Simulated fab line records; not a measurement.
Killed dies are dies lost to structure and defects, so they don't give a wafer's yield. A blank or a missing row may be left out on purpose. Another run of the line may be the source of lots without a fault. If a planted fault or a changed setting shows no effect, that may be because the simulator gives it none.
Chamber matching | flow sky130 | 4 sister chambers for SKY_VIA1_ETCH_14 on rie_diel-01
The step etches BARC in N2/H2, stops on SiO2, time 45.9 s, target depth 60 nm. 27 wafers are shown with their chamber, then 12 later ones without.

## WAFERS WITH THEIR CHAMBER
wafer  | chamber | drypump_motor_current_A (A) | throttle_valve_pct (%) | oes_product_au (a.u.)
L074.3 | 2       | 5.6                         | 13.215                 | 0.855
L074.5 | 0       | 5.0                         | 13.233                 | 0.858
L074.6 | 1       | 5.6                         | 13.210                 | 0.853
L077.1 | 3       | 6.0                         | 13.230                 | 0.857
L077.4 | 1       | 5.6                         | 13.225                 | 0.867
L077.6 | 2       | 5.7                         | 13.234                 | 0.856
L079.2 | 0       | 5.0                         | 13.236                 | 0.850
L079.4 | 1       | 5.6                         | 13.203                 | 0.858
L079.6 | 1       | 5.6                         | 13.217                 | 0.860
L082.2 | 2       | 5.7                         | 13.228                 | 0.857
L082.3 | 0       | 5.0                         | 13.235                 | 0.862
L082.6 | 1       | 5.6                         | 13.222                 | 0.850
L083.1 | 0       | 5.0                         | 13.216                 | 0.854
L083.2 | 3       | 5.9                         | 13.247                 | 0.854
L083.3 | 1       | 5.6                         | 13.227                 | 0.856
L083.4 | 2       | 5.6                         | 13.223                 | 0.862
L083.5 | 3       | 5.9                         | 13.221                 | 0.844
L083.6 | 2       | 5.6                         | 13.228                 | 0.851
L085.3 | 3       | 6.0                         | 13.233                 | 0.850
L085.4 | 1       | 5.6                         | 13.234                 | 0.848
L085.5 | 3       | 6.0                         | 13.229                 | 0.856
L090.1 | 3       | 6.0                         | 13.240                 | 0.860
L090.2 | 1       | 5.6                         | 13.217                 | 0.857
L090.5 | 2       | 5.6                         | 13.213                 | 0.858
L094.1 | 0       | 5.0                         | 13.208                 | 0.858
L094.2 | 3       | 6.0                         | 13.227                 | 0.854
L094.3 | 2       | 5.6                         | 13.227                 | 0.856

SIGNATURES, as means of the wafers listed above
reading                 | chamber 0 | chamber 1 | chamber 2 | chamber 3 | scatter within a chamber
drypump_motor_current_A | 5.000     | 5.600     | 5.629     | 5.971     | 0.0352
throttle_valve_pct      | 13.22560  | 13.21937  | 13.22400  | 13.23243  | 0.00961
oes_product_au          | 0.85640   | 0.85613   | 0.85643   | 0.85357   | 0.00495
Rule: for each reading, subtract the chamber's mean from the wafer's reading, divide by that reading's scatter and square the result; add these up over the readings and take the root, which gives the wafer's distance from the chamber. If the next closest chamber is less than 2 further off than the closest, the wafer can't be placed; otherwise it belongs to the closest. How the scatter is found: for the shown wafers, subtract from each reading the mean of its chamber, square and add these, divide the total by (wafers less chambers), then take the root.

## WAFERS WITH NO CHAMBER GIVEN
wafer  | drypump_motor_current_A (A) | throttle_valve_pct (%) | oes_product_au (a.u.)
L094.4 | 5.6                         | 13.227                 | 0.844
L094.5 | 5.6                         | 13.241                 | 0.855
L094.6 | 6.0                         | 13.237                 | 0.854
L095.1 | 6.0                         | 13.226                 | 0.851
L095.2 | 5.6                         | 13.224                 | 0.850
L095.3 | 5.7                         | 13.224                 | 0.849
L095.4 | 5.0                         | 13.229                 | 0.854
L095.5 | 5.7                         | 13.234                 | 0.856
L095.6 | 6.0                         | 13.225                 | 0.847
L097.4 | 5.0                         | 13.216                 | 0.863
L097.5 | 5.6                         | 13.217                 | 0.853
L097.6 | 5.6                         | 13.224                 | 0.856

## WHICH CHAMBER EACH WENT THROUGH
wafer  | from the rows above     | in truth
L094.4 | can't be placed: 1 or 2 | 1
L094.5 | can't be placed: 2 or 1 | 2
L094.6 | 3                       | 3
L095.1 | 3                       | 3
L095.2 | can't be placed: 1 or 2 | 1
L095.3 | can't be placed: 2 or 1 | 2
L095.4 | 0                       | 0
L095.5 | can't be placed: 2 or 1 | 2
L095.6 | 3                       | 3
L097.4 | 0                       | 0
L097.5 | can't be placed: 1 or 2 | 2
L097.6 | can't be placed: 1 or 2 | 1
Correct placement for 5 of the 12. Cannot be placed on the basis of these rows: 7; the candidates contain the true chamber in 7. 0 placed wrongly.
